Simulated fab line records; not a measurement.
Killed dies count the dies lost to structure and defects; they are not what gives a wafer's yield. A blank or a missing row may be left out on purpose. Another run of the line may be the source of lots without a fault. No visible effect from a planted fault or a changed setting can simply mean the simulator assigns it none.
A struck lot beside a sound one || flow sky130 || 15 out of 708 route steps
Sound: these wafers, L181.1, L181.4, L181.5. The struck wafers were L178.1, L178.4, L178.6. The cause is given at the end.
Order at every step that has rows: each side's tool, ch and its chambers, its first start. Under that, the readings that differ: sound wafers || struck wafers || difference of the means || sigmas: that difference in standard deviations of wafers without a fault.
alike: words and numbers the same on both sides, and readings whose means are apart by under 2 such deviations; not compared: readings that were withheld, readings missing a value for some wafer, numbers with overlapping values and no deviation given by the record, and bounds like >300 which may hide the same value.
The two part at a step that has a row with sigmas, a row that says differs or no value, or rows on one side only. Numbers that have no deviation but don't overlap get no sigmas and don't part them. Lack of a reading on every wafer of one side parts them only where that side has two or more wafers.

first, 3 steps without rows for these wafers: SKY_SONOS_ONO_WET_ETCH_18 (etches Si3N4 in H3PO4, target depth 15 nm, time 172 s); SKY_GATE_OXIDE_CLEAN_00 (cleans in SC1/SC2, time 150 s); SKY_GATE_OXIDE_OXIDATION_01 (stabilise 600 s, purge 300 s, target thk 10.268 nm).
SKY_GATE_OXIDE_THK_MEAS_02:
  struck on film_metro-01, day 17 00:24; sound on film_metro-03, day 17 14:21
  alike: GATE_OXIDE_OXIDATION_00_THK
then, 7 steps without rows for these wafers: SKY_GATE_OXIDE_DEHYDRATE_03 (time 60 s); SKY_GATE_OXIDE_HMDS_04 (prime time 60 s); SKY_GATE_OXIDE_COAT_05 (resist thk 1140 nm); SKY_GATE_OXIDE_SOFTBAKE_06 (time 60 s); SKY_GATE_OXIDE_EXPOSE_07 (exposes mask LVOM, target cd 600 nm); SKY_GATE_OXIDE_PEB_08; SKY_GATE_OXIDE_DEVELOP_09 (develop time 60 s).
SKY_GATE_OXIDE_OVL_MEAS_10:
  struck on overlay-01, day 18 05:17; sound on overlay-01, day 18 20:16
  alike: GATE_OXIDE_OVL
SKY_GATE_OXIDE_IMPLANT_11:
  sound on implanter-01 ch 0, day 18 20:18; struck on implanter-03 ch 0, day 18 05:19
{"reading": "beam_on_s (s)", "sound": "10.04 10.18 9.81", "struck": "11.45 11.30 11.30", "difference": "+1.34", "sigmas": "+7"}
{"reading": "faraday_current_uA", "sound": "14.64 14.36 14.82", "struck": "12.80 12.96 12.92", "difference": -1.71, "sigmas": -6}
then, 1 step without rows for these wafers: SKY_GATE_OXIDE_WET_ETCH_12 (etches SiO2 in dHF, target depth 16.8 nm, time 336 s).
-- record jumps: 31 days separate the struck wafers' starts on either side; left off in module GATE_OXIDE, taken up again in module PAD_OPEN, whose first shown step is the route's number 708 --
SKY_PAD_OPEN_PROBE_99:
  struck on prober-02, day 48 22:49; sound on prober-01, day 49 03:37
{"reading": "model.etest.nfet_01v8_lvt.drive_ua_um", "sound": "597.8 608 583.8", "struck": "552.2 534.7 536", "difference": -55.6, "sigmas": ""}
{"reading": "model.etest.pfet_01v8_lvt.drive_ua_um", "sound": "182.2 181.9 180.6", "struck": "194.2 192 192.8", "difference": "+11.4", "sigmas": ""}
{"reading": "model.etest.nfet_01v8_swapped.drive_ua_um", "sound": "534.4 532.6 520.4", "struck": "486.6 469.4 476.4", "difference": -51.7, "sigmas": ""}
{"reading": "model.etest.nfet_01v8_turned.drive_ua_um", "sound": "532.3 528.5 511.4", "struck": "483.3 473.5 471.5", "difference": -48.0, "sigmas": ""}
{"reading": "model.etest.nfet_01v8.drive_ua_um", "sound": "526.8 528.4 515.2", "struck": "480.6 468.6 472.8", "difference": -49.5, "sigmas": ""}
{"reading": "model.etest.pfet_01v8.drive_ua_um", "sound": "202.2 202.8 198.6", "struck": "210.2 203.8 205", "difference": "+5.1", "sigmas": ""}
  alike: killed_at_M0_to_M3, killed_at_M4_up, killed_at_contacts, killed_at_front_end, killed_at_other, killed_dies, killed_open, killed_short
  not compared: model.etest.tip_p.rs_ohm_sq, model.etest.pfet_01v8.r_on_ohm_um

== WHERE THEY PART ==
Within this record, at SKY_GATE_OXIDE_IMPLANT_11 only. Later steps at which nothing parts them and some readings are alike: SKY_PAD_OPEN_PROBE_99.

WHY: what had been put in by the simulator
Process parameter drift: implanter-03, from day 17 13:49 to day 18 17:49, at SKY_GATE_OXIDE_IMPLANT_11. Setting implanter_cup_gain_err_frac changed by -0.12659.
